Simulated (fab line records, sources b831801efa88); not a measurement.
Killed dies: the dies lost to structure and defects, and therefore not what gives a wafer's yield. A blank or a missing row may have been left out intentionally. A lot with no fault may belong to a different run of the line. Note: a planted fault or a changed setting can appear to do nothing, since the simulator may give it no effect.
A struck lot beside a sound one + flow sky130 + 18 steps out of a route of 708
Sound: these wafers, L125.1, L125.5, L125.6. Wafers L133.3, L133.5, L133.6 were the ones struck. The cause is given at the end.
Per side, at each step with rows, come the tool, then ch with its chambers, and then its first start. Under that, the readings that differ: sound wafers + struck wafers + difference of the means + sigmas: that difference in standard deviations of wafers without a fault.
alike: readings with means less than 2 such deviations apart, plus words and numbers identical on both sides. not compared: withheld readings, readings lacking a value on some wafer, bounds such as >300 that could conceal the same value, and numbers that have no deviation in the record and whose values overlap.
The two part at a step that has a row with sigmas, a row that says differs or no value, or rows on one side only. When numbers do not overlap yet have no deviation, they are printed without sigmas and do not part them. Lack of a reading on every wafer of one side parts them only where that side has two or more wafers.

first, 3 steps without rows for these wafers: SKY_SONOS_ONO_WET_ETCH_18 (etches Si3N4 in H3PO4, target depth 15 nm, time 172 s); SKY_GATE_OXIDE_CLEAN_00 (cleans in SC1/SC2, time 150 s); SKY_GATE_OXIDE_OXIDATION_01 (stabilise 600 s, purge 300 s, target thk 10.268 nm).
SKY_GATE_OXIDE_THK_MEAS_02:
  sound: filmMetro-04 at day 13 14:28; struck: filmMetro-04 at day 16 08:04
  alike: GATE_OXIDE_OXIDATION_00_THK
then, 7 steps without rows for these wafers: SKY_GATE_OXIDE_DEHYDRATE_03 (time 60 s); SKY_GATE_OXIDE_HMDS_04 (prime time 60 s); SKY_GATE_OXIDE_COAT_05 (resist thk 1140 nm); SKY_GATE_OXIDE_SOFTBAKE_06 (time 60 s); SKY_GATE_OXIDE_EXPOSE_07 (exposes mask LVOM, target cd 600 nm); SKY_GATE_OXIDE_PEB_08; SKY_GATE_OXIDE_DEVELOP_09 (develop time 60 s).
SKY_GATE_OXIDE_OVL_MEAS_10:
  sound: overlay-01 at day 14 14:53; struck: overlay-01 at day 17 12:16
  alike: GATE_OXIDE_OVL
SKY_GATE_OXIDE_IMPLANT_11:
  sound on implanter-02 ch 0, day 14 14:55; struck on implanter-01 ch 0, day 17 12:20
| reading          | sound                         | struck                        | difference | sigmas      |
|------------------|-------------------------------|-------------------------------|------------|-------------|
| doseIonsCm2      | 2.604e+12 2.599e+12 2.601e+12 | 3.758e+12 3.758e+12 3.761e+12 | +1.158e+12 | +99 or more |
| faradayCurrentUA | 15.45 14.73 14.53             | 20.83 21.06 22.21             | +6.46      | +22         |
  alike: endStationPressureTorr
then, 1 step without rows for these wafers: SKY_GATE_OXIDE_WET_ETCH_12 (etches SiO2 in dHF, target depth 16.8 nm, time 336 s).
SKY_GATE_OXIDE_STRIP_13: strips in O2/N2.
  sound on plasmaAsher-01 ch 0,1, day 14 15:10; struck on plasmaAsher-03 ch 0,1, day 17 12:34
  alike: drypumpMotorCurrentA, oesProductAu, stripTimeToEndpointS
  not compared: rfHoursCounterH
SKY_GATE_OXIDE_TW_MEAS_14:
  sound: filmMetro-03 at day 14 15:16; struck: filmMetro-03 at day 17 12:40
| reading       | sound             | struck            | difference | sigmas |
|---------------|-------------------|-------------------|------------|--------|
| GATE_OXIDE_TW | 224.3 225.6 224.3 | 250.7 250.0 249.8 | +25.4      | +12    |
then, 2 steps without rows for these wafers: SKY_GATE_OXIDE_CLEAN_15 (cleans in SC1/SC2, time 150 s); SKY_PAD_OPEN_PROBE_99.

## WHERE THEY PART
At SKY_GATE_OXIDE_IMPLANT_11 first; at SKY_GATE_OXIDE_TW_MEAS_14 last (within this record only).

WHY: the cause the simulator had injected
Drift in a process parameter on implanter-01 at SKY_GATE_OXIDE_IMPLANT_11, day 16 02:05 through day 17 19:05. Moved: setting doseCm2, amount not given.
